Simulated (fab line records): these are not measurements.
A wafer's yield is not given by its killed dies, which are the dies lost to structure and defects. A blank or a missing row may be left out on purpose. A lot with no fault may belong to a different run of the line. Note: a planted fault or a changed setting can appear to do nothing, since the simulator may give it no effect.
The tool behind it: which one? / flow gf180mcu / 13 lots with 39 wafers sampled at 4 steps, on a route of 602 steps

## WHAT EACH GAUGE READ, for each wafer
GF_NWELL_OVL_MEAS_07.
lot=L762; measured=day 3 06:45; on=overlay-01; NWELL_OVL (nm)=2.0 2.7 1.1
lot=L765; measured=day 4 00:23; on=overlay-02; NWELL_OVL (nm)=-1.8 -1.8 -1.5
lot=L766; measured=day 4 05:12; on=overlay-02; NWELL_OVL (nm)=0.7 0.9 1.9
lot=L767; measured=day 4 10:48; on=overlay-01; NWELL_OVL (nm)=-1.3 -1.4 -3.6
lot=L769; measured=day 4 22:33; on=overlay-01; NWELL_OVL (nm)=0.6 -0.5 -2.5
lot=L770; measured=day 5 01:48; on=overlay-02; NWELL_OVL (nm)=0.4 -0.9 -0.5
lot=L771; measured=day 5 11:00; on=overlay-02; NWELL_OVL (nm)=-1.5 -0.1 -2.3
lot=L775; measured=day 6 07:01; on=overlay-01; NWELL_OVL (nm)=38.4 40.6 39.4 36.9 39.3 38.5
lot=L776; measured=day 6 11:12; on=overlay-01; NWELL_OVL (nm)=38.3 39.6 38.7 37.6 38.9 37.9
lot=L779; measured=day 7 05:11; on=overlay-01; NWELL_OVL (nm)=-0.6 -0.7 -0.5
lot=L781; measured=day 7 14:52; on=overlay-01; NWELL_OVL (nm)=0.3 -1.8 -1.6
lot=L783; measured=day 8 03:45; on=overlay-01; NWELL_OVL (nm)=-2.8 -2.2 -1.2
lot=L784; measured=day 8 08:05; on=overlay-01; NWELL_OVL (nm)=-0.2 0.8 0.4

GF_CONTACT_THK_MEAS_26: measures by xrf.
lot=L762; measured=day 15 23:47; on=film_metro-03; CONTACT_W_THK (nm)=308 308 312
lot=L765; measured=day 17 06:04; on=film_metro-04; CONTACT_W_THK (nm)=297 296 299
lot=L766; measured=day 17 11:58; on=film_metro-03; CONTACT_W_THK (nm)=304 310 304
lot=L767; measured=day 18 01:33; on=film_metro-04; CONTACT_W_THK (nm)=306 307 302
lot=L769; measured=day 18 22:41; on=film_metro-04; CONTACT_W_THK (nm)=305 310 311
lot=L770; measured=day 19 04:05; on=film_metro-03; CONTACT_W_THK (nm)=303 297 300
lot=L771; measured=day 19 18:32; on=film_metro-04; CONTACT_W_THK (nm)=310 307 307
lot=L775; measured=day 20 22:16; on=film_metro-04; CONTACT_W_THK (nm)=304 303 304
lot=L776; measured=day 21 04:41; on=film_metro-01; CONTACT_W_THK (nm)=302 304 305
lot=L779; measured=day 22 09:50; on=film_metro-04; CONTACT_W_THK (nm)=301 302 301
lot=L781; measured=day 23 01:07; on=film_metro-04; CONTACT_W_THK (nm)=307 302 303
lot=L783; measured=day 23 18:38; on=film_metro-04; CONTACT_W_THK (nm)=304 305 305
lot=L784; measured=day 24 00:38; on=film_metro-03; CONTACT_W_THK (nm)=300 299 301

## EACH LOT AND THE TOOL THAT RAN IT (in order: tool; ch and the chambers of the sampled wafers; start)
lot=L762; GF_NWELL_EXPOSE_04=iline_stepper-01 ch 0, day 3 00:56; GF_VT_IMPLANT_STRIP_09=plasma_asher-03 ch 0,1, day 5 12:50
lot=L765; GF_NWELL_EXPOSE_04=iline_stepper-02 ch 0, day 3 17:35; GF_VT_IMPLANT_STRIP_09=plasma_asher-03 ch 0,1, day 6 10:07
lot=L766; GF_NWELL_EXPOSE_04=iline_stepper-02 ch 0, day 3 22:44; GF_VT_IMPLANT_STRIP_09=plasma_asher-03 ch 0,1, day 6 14:59
lot=L767; GF_NWELL_EXPOSE_04=iline_stepper-02 ch 0, day 4 04:56; GF_VT_IMPLANT_STRIP_09=plasma_asher-01 ch 0,1, day 6 22:10
lot=L769; GF_NWELL_EXPOSE_04=iline_stepper-01 ch 0, day 4 16:21; GF_VT_IMPLANT_STRIP_09=plasma_asher-02 ch 0,1, day 7 10:52
lot=L770; GF_NWELL_EXPOSE_04=iline_stepper-01 ch 0, day 4 19:17; GF_VT_IMPLANT_STRIP_09=plasma_asher-03 ch 0,1, day 7 14:19
lot=L771; GF_NWELL_EXPOSE_04=iline_stepper-02 ch 0, day 5 03:56; GF_VT_IMPLANT_STRIP_09=plasma_asher-02 ch 1, day 8 00:46
lot=L775; GF_NWELL_EXPOSE_04=iline_stepper-01 ch 0, day 5 23:48; GF_VT_IMPLANT_STRIP_09=plasma_asher-01 ch 0,1, day 9 00:46
lot=L776; GF_NWELL_EXPOSE_04=iline_stepper-01 ch 0, day 6 03:49; GF_VT_IMPLANT_STRIP_09=plasma_asher-02 ch 1, day 9 05:10
lot=L779; GF_NWELL_EXPOSE_04=iline_stepper-02 ch 0, day 6 21:38; GF_VT_IMPLANT_STRIP_09=plasma_asher-02 ch 0,1, day 10 02:43
lot=L781; GF_NWELL_EXPOSE_04=iline_stepper-02 ch 0, day 7 07:34; GF_VT_IMPLANT_STRIP_09=plasma_asher-02 ch 0,1, day 10 12:28
lot=L783; GF_NWELL_EXPOSE_04=iline_stepper-02 ch 0, day 7 19:40; GF_VT_IMPLANT_STRIP_09=plasma_asher-02 ch 0,1, day 11 02:58
lot=L784; GF_NWELL_EXPOSE_04=iline_stepper-02 ch 0, day 8 00:16; GF_VT_IMPLANT_STRIP_09=plasma_asher-03 ch 0,1, day 11 08:04
- GF_NWELL_EXPOSE_04: exposes mask Nwell, target cd 860 nm.
- GF_VT_IMPLANT_STRIP_09: strips in O2/N2.

## AS READ BY THE TOOLS THEMSELVES (means over the sampled wafers that have a number; for cases with no such wafer, the mark the record gives instead)
GF_VT_IMPLANT_STRIP_09.
lot=L762; tool=plasma_asher-03; drypump_motor_current_A (A)=5.2; heater_power_w (W)=316; oes_product_au (a.u.)=0.718; strip_time_to_endpoint_s (s)=12.63
lot=L765; tool=plasma_asher-03; drypump_motor_current_A (A)=5.2; heater_power_w (W)=316; oes_product_au (a.u.)=0.714; strip_time_to_endpoint_s (s)=12.62
lot=L766; tool=plasma_asher-03; drypump_motor_current_A (A)=5.2; heater_power_w (W)=311; oes_product_au (a.u.)=0.716; strip_time_to_endpoint_s (s)=12.60
lot=L767; tool=plasma_asher-01; drypump_motor_current_A (A)=6.3; heater_power_w (W)=322; oes_product_au (a.u.)=0.719; strip_time_to_endpoint_s (s)=12.70
lot=L769; tool=plasma_asher-02; drypump_motor_current_A (A)=6.2; heater_power_w (W)=309; oes_product_au (a.u.)=0.716; strip_time_to_endpoint_s (s)=12.59
lot=L770; tool=plasma_asher-03; drypump_motor_current_A (A)=5.3; heater_power_w (W)=322; oes_product_au (a.u.)=0.719; strip_time_to_endpoint_s (s)=12.63
lot=L771; tool=plasma_asher-02; drypump_motor_current_A (A)=6.5; heater_power_w (W)=315; oes_product_au (a.u.)=0.714; strip_time_to_endpoint_s (s)=12.58
lot=L775; tool=plasma_asher-01; drypump_motor_current_A (A)=6.3; heater_power_w (W)=325; oes_product_au (a.u.)=0.721; strip_time_to_endpoint_s (s)=12.60
lot=L776; tool=plasma_asher-02; drypump_motor_current_A (A)=6.5; heater_power_w (W)=314; oes_product_au (a.u.)=0.715; strip_time_to_endpoint_s (s)=12.63
lot=L779; tool=plasma_asher-02; drypump_motor_current_A (A)=6.2; heater_power_w (W)=317; oes_product_au (a.u.)=0.717; strip_time_to_endpoint_s (s)=12.65
lot=L781; tool=plasma_asher-02; drypump_motor_current_A (A)=6.2; heater_power_w (W)=310; oes_product_au (a.u.)=0.716; strip_time_to_endpoint_s (s)=12.64
lot=L783; tool=plasma_asher-02; drypump_motor_current_A (A)=6.0; heater_power_w (W)=312; oes_product_au (a.u.)=0.710; strip_time_to_endpoint_s (s)=12.61
lot=L784; tool=plasma_asher-03; drypump_motor_current_A (A)=5.2; heater_power_w (W)=319; oes_product_au (a.u.)=0.710; strip_time_to_endpoint_s (s)=12.68

## THE ANSWER, worked out from the rows above alone
Rule: what is usual is taken from the lots themselves. The widest of any qualifying gaps counts: lots, ordered by their means at a reading, are off when they make up no more than a third of the lots, leave a main group of 4 or more, and stand apart from it by 3 or more times the standard deviation of that group's means. A main group whose means are all the same, to the digits that the tables above print for the reading, isn't used. Also off: a lot with no number at a reading for which 4 or more lots have one. The other lots that the step has rows for count as sound. First the gauges in route order, then the tools' own readings, where a lot's mean is used as printed above. The first step at which some lot is off is used, and at that step the reading that is off furthest; a lot without a number counts as furthest.
Off: L775, L776, seen at GF_NWELL_OVL_MEAS_07 (NWELL_OVL). For the main group the mean is -0.6 nm and the standard deviation 1.2.
If a tool, at a process step before that reading, ran all the lots that are off and no sound lot after the first of them, it fits. The gauges at GF_NWELL_OVL_MEAS_07 are tried like those tools. One candidate fits, namely iline_stepper-01 at GF_NWELL_EXPOSE_04. A fault onset in the window from L770 (day 4 19:17, its last sound lot) to L775 (day 5 23:48, its first lot off) fits.

## WHAT HAD BEEN PUT IN BY THE SIMULATOR
Scanner matching overlay: iline_stepper-01, from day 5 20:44 on, at GF_NWELL_EXPOSE_04. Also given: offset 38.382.
Shown lots that were struck: L775, L776. The same result came from the rule above.
